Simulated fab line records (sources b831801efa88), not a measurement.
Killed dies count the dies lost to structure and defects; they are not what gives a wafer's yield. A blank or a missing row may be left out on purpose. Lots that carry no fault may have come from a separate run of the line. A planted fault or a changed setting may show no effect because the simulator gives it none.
One fault seen from 2 desks    flow sfq line    each desk has only its own numbers; what lay behind them comes last

## AT THE METROLOGY DESK
What the gauges read, lot by lot, whatever tool the lot ran on: means of the sampled wafers that have a number. The brackets show how far a lot's mean lies from the usual mean; more than 4 standard deviations puts the lot out of limits, marked OUT.
Columns: A = I2_BOW at SFQ_I2_BOW_MEAS_917, usual 0 um; B = I2_OVL at SFQ_I2_OVL_MEAS_918, usual -4 nm
lot   first seen here  A    B
L216  day 21 01:07     -8   -8
L223  day 23 23:12     6    3
L225  day 24 20:17     4    -3
L226  day 24 22:38     -12  0
L230  day 26 16:59     -0   -2
L232  day 26 23:01     -2   -12
L234  day 27 16:59     3    3
Result from this desk: across the 7 lots, nothing is out of limits.

## FOR THE TOOL OWNER'S DESK: rie diel-01
The tool's own readings at SFQ_TRILAYER_I2_VIA_BARC_OPEN_VIA_ETCH_096 (etches BARC in O2, target depth 125 nm, time 41.7 s): means of the sampled wafers that have a number, for each lot that ran on this tool. The brackets show how far a lot's mean lies from the usual mean; more than 4 standard deviations puts the lot out of limits, marked OUT.
Columns: A = bias w at SFQ_TRILAYER_I2_VIA_BARC_OPEN_VIA_ETCH_096, usual 80.01 W; B = drypump motor current A at SFQ_TRILAYER_I2_VIA_BARC_OPEN_VIA_ETCH_096, usual 5.7 A; C = oes product au at SFQ_TRILAYER_I2_VIA_BARC_OPEN_VIA_ETCH_096, usual 0.686 a.u.
lot   first seen here  A      B    C
L225  day 27 18:03     79.81  6.0  0.681
L230  day 29 22:04     79.84  5.9  0.688
L232  day 30 06:28     80.01  5.3  0.683
L234  day 31 01:40     80.23  6.1  0.683
Result from this desk: across the 4 lots, nothing is out of limits.

## ALL TOGETHER
At the metrology desk, nothing out of limits was observed.
Nothing out of limits was seen by the tool owner's desk.

## WHAT THE SIMULATOR HAD INSERTED
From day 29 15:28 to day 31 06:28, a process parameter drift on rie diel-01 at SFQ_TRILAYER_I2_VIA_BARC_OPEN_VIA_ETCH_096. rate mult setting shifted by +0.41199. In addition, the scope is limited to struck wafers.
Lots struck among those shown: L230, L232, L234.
